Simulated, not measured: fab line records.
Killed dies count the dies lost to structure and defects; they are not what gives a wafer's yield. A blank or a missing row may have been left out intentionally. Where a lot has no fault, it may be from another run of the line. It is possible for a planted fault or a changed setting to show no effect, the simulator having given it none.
A struck lot beside a sound one -- flow sky130 -- 30 steps out of a route of 708
Sound: these wafers, L286.3, L286.4, L286.5. Struck: wafers L278.1, L278.2, L278.6. Last of all comes the cause.
At each step with rows: each side's tool, then ch and its chambers, then its first start. Under that, the readings that differ: sound wafers -- struck wafers -- difference of the means -- sigmas: that difference in standard deviations of wafers without a fault.
alike: readings with means less than 2 such deviations apart, plus words and numbers identical on both sides. not compared: withheld readings, readings lacking a value on some wafer, bounds such as >300 that could conceal the same value, and numbers that have no deviation in the record and whose values overlap.
The two part at a step that has a row with sigmas, a row that says differs or no value, or rows on one side only. Numbers that have no deviation but don't overlap get no sigmas and don't part them. A reading that every wafer of one side lacks parts them only if that side has two wafers or more.

first, 5 steps without rows for these wafers: SKY_SONOS_ONO_COAT_08 (resist thk 1140 nm); SKY_SONOS_ONO_SOFTBAKE_09 (time 60 s); SKY_SONOS_ONO_EXPOSE_10 (exposes mask ONOM, target cd 410 nm); SKY_SONOS_ONO_PEB_11; SKY_SONOS_ONO_DEVELOP_12 (develop time 60 s).
SKY_SONOS_ONO_CD_MEAS_13 targets a cd of 410 nm.
  sound: cd_sem-01 at day 17 11:17; struck: cd_sem-02 at day 14 20:55
  alike: cd_nm
SKY_SONOS_ONO_OVL_MEAS_14:
  sound: overlay-02 at day 17 11:23; struck: overlay-01 at day 14 21:02
  alike: SONOS_ONO_OVL
SKY_SONOS_ONO_ETCH_15: etches the open film in CHF3/O2, target depth 19.52 nm, time 7.8 s.
  sound on rie_diel-02 ch 0,1,2, day 17 11:25; struck on rie_diel-02 ch 0,3, day 14 21:04
  alike: drypump_motor_current_A, oes_product_au, throttle_valve_pct
  not compared: rf_hours_counter_h
then, 1 step without rows for these wafers: SKY_SONOS_ONO_WET_ETCH_16 (etches SiO2 in dHF, target depth 14 nm, time 280 s).
SKY_SONOS_ONO_STRIP_17: strips in O2/N2.
  sound on plasma_asher-02 ch 0,1, day 17 11:33; struck on plasma_asher-02 ch 0,1, day 14 21:11
reading,sound,struck,difference,sigmas
oes_product_au (a.u.),0.703 0.706 0.705,0.712 0.708 0.718,+0.008,+2
  alike: drypump_motor_current_A, strip_time_to_endpoint_s
  not compared: rf_hours_counter_h
then, 2 steps without rows for these wafers: SKY_SONOS_ONO_WET_ETCH_18 (etches Si3N4 in H3PO4, target depth 15 nm, time 172 s); SKY_GATE_OXIDE_CLEAN_00 (cleans in SC1/SC2, time 150 s).
SKY_GATE_OXIDE_OXIDATION_01: stabilise 600 s, purge 300 s, target thk 10.268 nm.
  sound on furnace-01 ch 0, day 17 12:03; struck on furnace-01 ch 0, day 14 22:02
reading,sound,struck,difference,sigmas
ox_time_s (s),1473 1473 1473,1296.2 1296.2 1296.2,-176.8,
model.SiO2_of_GATE_OXIDE_OXIDATION_01.thk_nm (nm),10.84 10.73 10.97,9.81 9.615 9.722,-1.13,
  alike: ox_temp_c, spike_tc_bottom_C, spike_tc_upper_C, zone_power_centre_pct
SKY_GATE_OXIDE_THK_MEAS_02:
  sound: film_metro-01 at day 17 13:29; struck: film_metro-01 at day 14 23:26
reading,sound,struck,difference,sigmas
GATE_OXIDE_OXIDATION_00_THK (nm),10.84 10.78 10.95,9.79 9.60 9.74,-1.15,-5
then, 7 steps without rows for these wafers: SKY_GATE_OXIDE_DEHYDRATE_03 (time 60 s); SKY_GATE_OXIDE_HMDS_04 (prime time 60 s); SKY_GATE_OXIDE_COAT_05 (resist thk 1140 nm); SKY_GATE_OXIDE_SOFTBAKE_06 (time 60 s); SKY_GATE_OXIDE_EXPOSE_07 (exposes mask LVOM, target cd 600 nm); SKY_GATE_OXIDE_PEB_08; SKY_GATE_OXIDE_DEVELOP_09 (develop time 60 s).
SKY_GATE_OXIDE_OVL_MEAS_10:
  sound: overlay-02 at day 18 19:28; struck: overlay-01 at day 16 02:55
  alike: GATE_OXIDE_OVL
then, 2 steps without rows for these wafers: SKY_GATE_OXIDE_IMPLANT_11; SKY_GATE_OXIDE_WET_ETCH_12 (etches SiO2 in dHF, target depth 16.8 nm, time 336 s).
SKY_GATE_OXIDE_STRIP_13: strips in O2/N2.
  sound on plasma_asher-03 ch 0,1, day 18 19:47; struck on plasma_asher-02 ch 0,1, day 16 03:12
  alike: drypump_motor_current_A, oes_product_au, strip_time_to_endpoint_s
  not compared: rf_hours_counter_h
SKY_GATE_OXIDE_TW_MEAS_14:
  sound: film_metro-01 at day 18 19:52; struck: film_metro-04 at day 16 03:18
  alike: GATE_OXIDE_TW
then, 1 step without rows for these wafers: SKY_GATE_OXIDE_CLEAN_15 (cleans in SC1/SC2, time 150 s).
SKY_GATE_OXIDE_OXIDATION_16: stabilise 600 s, purge 300 s, target thk 3.57 nm.
  sound on furnace-02 ch 0, day 18 21:37; struck on furnace-01 ch 0, day 16 04:21
reading,sound,struck,difference,sigmas
spike_tc_bottom_C (C),815 814 814,823 823 823,+9,+2
spike_tc_upper_C (C),803.5 801.2 799.4,799.2 799.5 798.9,-2.2,-2
zone_power_centre_pct (%),14.3 14.6 14.1,11.6 11.6 11.4,-2.8,-2
model.SiO2_of_GATE_OXIDE_OXIDATION_01.thk_nm (nm),12.15 12.03 12.25,11.27 11.08 11.14,-0.98,
  alike: ox_temp_c, ox_time_s
then, 1 step without rows for these wafers: SKY_POLY_GATE_CVD_00 (deposits poly-Si, target thk 180 nm, time 720 s).
-- a jump in the record: the struck wafers' starts before and after are 32 days apart (it breaks off in module POLY_GATE and resumes in module PAD_OPEN, where the first step shown is number 708 of the route) --
SKY_PAD_OPEN_PROBE_99:
  sound: prober-01 at day 49 13:39; struck: prober-01 at day 48 00:39
reading,sound,struck,difference,sigmas
model.etest.nfet_16v.r_on_ohm_um,1.438e+04 1.427e+04 1.454e+04,1.384e+04 1.37e+04 1.36e+04,-6.833e+02,
model.etest.tip_sonos.rs_ohm_sq,2809 2775 2858,2636 2587 2590,-210,
model.etest.pfet_g5v0d10v5.r_on_ohm_um,4812 4729 4819,4701 4687 4686,-95,
model.etest.nfet_g5v0d10v5.r_on_ohm_um,1925 1874 1928,1846 1841 1832,-69,
model.etest.nfet_g5v0d10v5.drive_ua_um,579.2 595.6 578.5,632.1 646.2 639.2,+54.7,
model.etest.nfet_05v0_nvt.drive_ua_um,559 566.5 560,604.9 607.9 600.1,+42.5,
model.etest.pfet_g5v0d10v5.drive_ua_um,334.7 338.2 333.4,346.8 349.3 352.1,+14.0,
model.etest.nfet_16v.drive_ua_um,216.4 217.8 211.7,234 237.7 235.8,+21,
  alike: killed_at_M0_to_M3, killed_at_M4_up, killed_at_contacts, killed_at_front_end, killed_at_other, killed_dies, killed_open, killed_short

## WHERE THEY PART
Last at SKY_GATE_OXIDE_OXIDATION_16 as far as this record goes, first at SKY_SONOS_ONO_STRIP_17. Later steps at which nothing parts them and some readings are alike: SKY_PAD_OPEN_PROBE_99.

WHY: what the simulator had put in
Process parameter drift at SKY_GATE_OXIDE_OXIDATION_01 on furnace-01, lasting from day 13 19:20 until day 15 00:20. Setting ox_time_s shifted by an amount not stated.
